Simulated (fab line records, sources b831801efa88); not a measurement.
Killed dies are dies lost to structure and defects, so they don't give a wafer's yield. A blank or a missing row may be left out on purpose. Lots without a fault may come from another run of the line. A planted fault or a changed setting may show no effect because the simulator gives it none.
Which tool did it? | flow sky130 | 12 lots, 36 wafers sampled, at 3 steps of a route of 708

WHAT THE GAUGES READ, wafer by wafer
SKY_LOCAL_INTERCONNECT_OVL_MEAS_12.
lot  | measured     | on         | LOCAL_INTERCONNECT_OVL (nm)
L870 | day 31 21:41 | overlay-02 | -5 -7 -9
L871 | day 32 15:27 | overlay-01 | -6 -7 -11
L873 | day 32 19:05 | overlay-02 | -8 2 2
L874 | day 33 05:35 | overlay-01 | 6 -5 -5
L875 | day 33 15:54 | overlay-01 | -3 2 -3
L876 | day 33 20:56 | overlay-02 | -9 -12 -9
L878 | day 34 12:03 | overlay-01 | -2 -6 -7
L881 | day 35 18:19 | overlay-02 | 2 2 0
L885 | day 36 14:10 | overlay-01 | -4 -4 -7
L886 | day 36 20:05 | overlay-01 | 6 1 3
L887 | day 37 06:41 | overlay-01 | -3 -1 -2
L892 | day 38 10:39 | overlay-01 | -2 -2 -6

SKY_CONTACT_THK_MEAS_03.
lot  | measured     | on            | CONTACT_HDPCVD_THK (nm)
L870 | day 31 22:38 | film_metro-02 | 561 560 568
L871 | day 32 16:22 | film_metro-03 | 561 557 554
L873 | day 32 20:02 | film_metro-02 | 561 566 563
L874 | day 33 06:31 | film_metro-04 | 562 564 569
L875 | day 33 16:52 | film_metro-02 | 562 563 571
L876 | day 33 21:51 | film_metro-04 | 569 565 564
L878 | day 34 13:00 | film_metro-02 | 566 563 565
L881 | day 35 19:17 | film_metro-03 | 566 566 569
L885 | day 36 15:11 | film_metro-02 | 801 804 574
L886 | day 36 21:00 | film_metro-02 | 796 796 572
L887 | day 37 07:38 | film_metro-02 | 568 565 560
L892 | day 38 11:36 | film_metro-03 | 567 573 568

WHICH TOOL RAN EACH LOT (tool, then ch and the chambers of the sampled wafers, then the start)
lot  | SKY_CONTACT_HDPCVD_02
L870 | hdpcvd-01 ch 0,2, day 31 22:33
L871 | hdpcvd-02 ch 0,1,2, day 32 16:17
L873 | hdpcvd-01 ch 1,2, day 32 19:58
L874 | hdpcvd-02 ch 0,1,2, day 33 06:28
L875 | hdpcvd-02 ch 0,1,2, day 33 16:47
L876 | hdpcvd-01 ch 0,2, day 33 21:47
L878 | hdpcvd-02 ch 1,2, day 34 12:54
L881 | hdpcvd-01 ch 1,2, day 35 19:11
L885 | hdpcvd-02 ch 0,1,2, day 36 15:05
L886 | hdpcvd-02 ch 0,1,2, day 36 20:55
L887 | hdpcvd-01 ch 1,2, day 37 07:34
L892 | hdpcvd-01 ch 0,2, day 38 11:32
- SKY_CONTACT_HDPCVD_02: deposits SiO2, target thk 565 nm, time 94.2 s.

WHAT THE TOOLS THEMSELVES READ (means of the sampled wafers that have a number; where no wafer has one, the mark that the record gives instead)
SKY_CONTACT_HDPCVD_02.
lot  | tool      | susceptor_temp_C (C)
L870 | hdpcvd-01 | 599.75
L871 | hdpcvd-02 | 599.81
L873 | hdpcvd-01 | 600.33
L874 | hdpcvd-02 | 600.00
L875 | hdpcvd-02 | 599.89
L876 | hdpcvd-01 | 599.81
L878 | hdpcvd-02 | 600.11
L881 | hdpcvd-01 | 599.70
L885 | hdpcvd-02 | 599.84
L886 | hdpcvd-02 | 600.02
L887 | hdpcvd-01 | 599.93
L892 | hdpcvd-01 | 600.14

THE ANSWER, worked out from the rows above alone
Rule: what is usual is taken from the lots themselves. Put in order of their means at a reading, lots are off if they are a third of the lots or fewer, leave a main group of 4 or more, and stand apart from it by a gap of 3 or more times the standard deviation of the main group's means; of several such gaps the widest counts. A main group whose means are all the same, to the digits that the tables above print for the reading, isn't used. A lot without any number at a reading at which 4 lots or more have one is off too. The other lots that the step has rows for count as sound. The gauges are gone through in route order, then the tools' own readings, and for those a lot's mean is taken as printed above. The first step at which some lot is off is used, and at that step the reading that is off furthest; a lot without a number counts as furthest.
Off: L885, L886, at SKY_CONTACT_THK_MEAS_03 (CONTACT_HDPCVD_THK). The main group: mean 565 nm, standard deviation 3.
A tool fits if, at a process step before that reading, it ran every lot that is off, and no sound lot after the first of them. The gauges at SKY_CONTACT_THK_MEAS_03 are tried like those tools. One fits: hdpcvd-02 at SKY_CONTACT_HDPCVD_02. Its last sound lot is L878 (day 34 12:54), its first lot that is off L885 (day 36 15:05): a fault that began between those two fits.

WHAT THE SIMULATOR HAD PUT IN
Process parameter drift: hdpcvd-02, from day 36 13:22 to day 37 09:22, at SKY_CONTACT_HDPCVD_02. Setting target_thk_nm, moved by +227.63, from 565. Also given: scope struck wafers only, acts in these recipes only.
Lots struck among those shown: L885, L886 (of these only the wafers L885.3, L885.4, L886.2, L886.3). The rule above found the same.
